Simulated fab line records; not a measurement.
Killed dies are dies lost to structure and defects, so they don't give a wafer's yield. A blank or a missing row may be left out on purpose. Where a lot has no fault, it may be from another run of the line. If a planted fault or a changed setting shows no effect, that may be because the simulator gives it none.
A struck lot beside a sound one + flow sky130 + 22 steps out of a route of 708
Sound: these wafers, L385.4, L385.5, L385.6. Struck: wafer L390.1; the same lot's L390.6 was not struck, so it is left out; see the end for the cause.
For every step that has rows: the tool of each side, followed by ch and its chambers, followed by its first start. Under that, the readings that differ: sound wafers + struck wafers + difference of the means + sigmas: that difference in standard deviations of wafers without a fault.
alike: readings whose means differ by less than 2 such deviations, and words and numbers that are the same on both sides. not compared: withheld readings, readings that some wafer has no value for, bounds like >300 that may hide the same value, and numbers for which the record gives no deviation and whose values overlap.
Wherever a step has rows on one side only, a row that says differs or no value, or a row with sigmas, the two part there. Non-overlapping numbers with no deviation appear without sigmas and do not part them. A reading that every wafer of one side lacks parts them only if that side has two wafers or more.

first, 1 step without rows for these wafers: SKY_LI_CONTACT_PRE_CLEAN_18 (time 5.6 s).
SKY_LI_CONTACT_SPUTTER_19: material Ti, target thk 20 nm, time 106.37 s.
  sound on pvd sputter-02 at day 28 18:20; struck on pvd sputter-03 at day 31 02:47
  alike: throttle valve pct
SKY_LI_CONTACT_SPUTTER_20: material TiN, target thk 20 nm, time 80 s.
  sound on pvd sputter-02 at day 28 18:25; struck on pvd sputter-03 at day 31 02:52
  alike: throttle valve pct
then, 1 step without rows for these wafers: SKY_LI_CONTACT_CVD_21 (deposits W, target thk 400 nm, time 120.56 s).
SKY_LI_CONTACT_RS_MEAS_22: a four-point-probe measurement.
  sound on film metro-03 at day 28 18:39; struck on film metro-02 at day 31 03:03
  alike: LI_CONTACT_W_RS
SKY_LI_CONTACT_THK_MEAS_23: measures by xrf.
  sound on film metro-03 at day 28 18:44; struck on film metro-02 at day 31 03:10
  alike: LI_CONTACT_W_THK
SKY_LI_CONTACT_CMP_24: polishes, stops on PSG, t overpolish 20 s, target thk 0 nm.
  sound on cmp-02 ch 1,2, day 28 18:49; struck on cmp-01 ch 2, day 31 03:20
  alike: head pressure psi, motor current A, overpolish run s, time to endpoint s
SKY_LOCAL_INTERCONNECT_SPUTTER_00: material TiN, target thk 100 nm, time 83.3 s.
  sound on pvd sputter-04 at day 28 19:04; struck on pvd sputter-03 at day 31 03:32
  alike: throttle valve pct
SKY_LOCAL_INTERCONNECT_RS_MEAS_01: a four-point-probe measurement.
  sound on film metro-01 at day 28 19:12; struck on film metro-01 at day 31 03:35
  alike: LOCAL_INTERCONNECT_TIN_RS
SKY_LOCAL_INTERCONNECT_THK_MEAS_02: measures by xrf.
  sound on film metro-01 at day 28 19:17; struck on film metro-01 at day 31 03:43
  alike: LOCAL_INTERCONNECT_TIN_THK
then, 2 steps without rows for these wafers: SKY_LOCAL_INTERCONNECT_DEHYDRATE_03 (time 60 s); SKY_LOCAL_INTERCONNECT_HMDS_04 (prime time 60 s).
SKY_LOCAL_INTERCONNECT_COAT_05: resist thk 60 nm.
  sound on litho track-04 ch 0, day 29 08:41; struck on litho track-01 ch 0, day 31 17:30
then, 5 steps without rows for these wafers: SKY_LOCAL_INTERCONNECT_COAT_06 (resist thk 450 nm); SKY_LOCAL_INTERCONNECT_SOFTBAKE_07 (time 90 s); SKY_LOCAL_INTERCONNECT_EXPOSE_08 (exposes mask LI1M, target cd 170 nm); SKY_LOCAL_INTERCONNECT_PEB_09; SKY_LOCAL_INTERCONNECT_DEVELOP_10 (develop time 60 s).
SKY_LOCAL_INTERCONNECT_CD_MEAS_11 targets a cd of 170 nm.
  sound on cd sem-02 at day 29 22:58; struck on cd sem-01 at day 32 07:05
  alike: cd nm
SKY_LOCAL_INTERCONNECT_OVL_MEAS_12:
  sound on overlay-02 at day 29 23:02; struck on overlay-01 at day 32 07:12
  alike: LOCAL_INTERCONNECT_OVL
SKY_LOCAL_INTERCONNECT_ETCH_13: etches BARC in N2/H2, stops on SiO2, time 45.9 s, target depth 60 nm.
  sound on rie metal-03 ch 0,1, day 29 23:05; struck on rie metal-01 ch 1, day 32 07:14
| reading                  | sound             | struck | difference                   | sigmas |
|--------------------------|-------------------|--------|------------------------------|--------|
| rf hours counter h (h)   | - - -             | 3      | no value on the sound wafers |        |
| model.etch.depth nm (nm) | 60.37 60.22 60.12 | 60.51  | +0.27                        |        |
  alike: drypump motor current A, oes product au, rf fwd power W, throttle valve pct
SKY_LOCAL_INTERCONNECT_METAL_ETCH_14: etches TiN in Cl2/BCl3, stops on PSG, target depth 110 nm, time 31.4 s.
  sound on rie metal-03 ch 0,1, day 29 23:08; struck on rie metal-01 ch 1, day 32 07:18
| reading                | sound       | struck | difference                   | sigmas |
|------------------------|-------------|--------|------------------------------|--------|
| rf fwd power W (W)     | 884 889 885 | 876    | -10                          | -2     |
| rf hours counter h (h) | - - -       | 3      | no value on the sound wafers |        |
  alike: drypump motor current A, mfc cl2 sccm, oes product au, throttle valve pct

## WHERE THEY PART
Earliest at SKY_LOCAL_INTERCONNECT_ETCH_13; latest, in this record, at SKY_LOCAL_INTERCONNECT_METAL_ETCH_14.

WHY: what had been put in by the simulator
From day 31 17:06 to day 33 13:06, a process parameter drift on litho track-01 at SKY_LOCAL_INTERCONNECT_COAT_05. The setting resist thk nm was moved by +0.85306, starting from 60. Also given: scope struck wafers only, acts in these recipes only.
